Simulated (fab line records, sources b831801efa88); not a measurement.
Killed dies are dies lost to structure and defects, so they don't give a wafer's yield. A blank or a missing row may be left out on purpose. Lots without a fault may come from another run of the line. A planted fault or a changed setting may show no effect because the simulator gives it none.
Chamber matching | flow gf180mcu | GF_CONTACT_CMP_04 on cmp-01: 4 sister chambers
The step polishes SiO2. 4 wafers are shown with their chamber, then 9 later ones without.

WAFERS WITH THEIR CHAMBER
wafer  | chamber | motor_current_A (A)
L128.5 | 3       | 15.0
L128.6 | 0       | 11.4
L131.1 | 2       | 14.7
L131.6 | 1       | 11.1

WAFERS WITHOUT THEIR CHAMBER
wafer  | motor_current_A (A)
L133.2 | 14.3
L133.3 | 11.4
L133.6 | 15.0
L140.2 | 11.0
L140.4 | 14.4
L140.5 | 11.4
L141.1 | 13.1
L141.4 | 10.9
L141.5 | 15.5

WHICH CHAMBER EACH WENT THROUGH
wafer  | from the rows above               | in truth
L133.2 | can't be placed: 2 or 3           | 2
L133.3 | can't be placed: 0 or 1           | 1
L133.6 | can't be placed: 3 or 2           | 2
L140.2 | can't be placed: 1 or 0           | 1
L140.4 | can't be placed: 2 or 3           | 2
L140.5 | can't be placed: 0 or 1           | 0
L141.1 | can't be placed: 2 or 0 or 3 or 1 | 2
L141.4 | can't be placed: 1 or 0           | 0
L141.5 | can't be placed: 3 or 2           | 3
Placed correctly: 0 of 9. Can't be placed from these rows: 9 (the true chamber is among the candidates in 9). Placed wrongly: 0.
How it was worked out, from the rows above alone: a wafer's distance from a chamber is the root of the sum, over the readings, of the square of ((its reading less the chamber's mean) divided by the reading's scatter). The wafer belongs to the nearest chamber; if the next one is less than 2 further off, it can't be placed. A chamber's mean is the mean of its shown wafers. The scatter: with one shown wafer a chamber, the root of the mean of the squares of how far each hidden wafer lies from its nearest shown one.
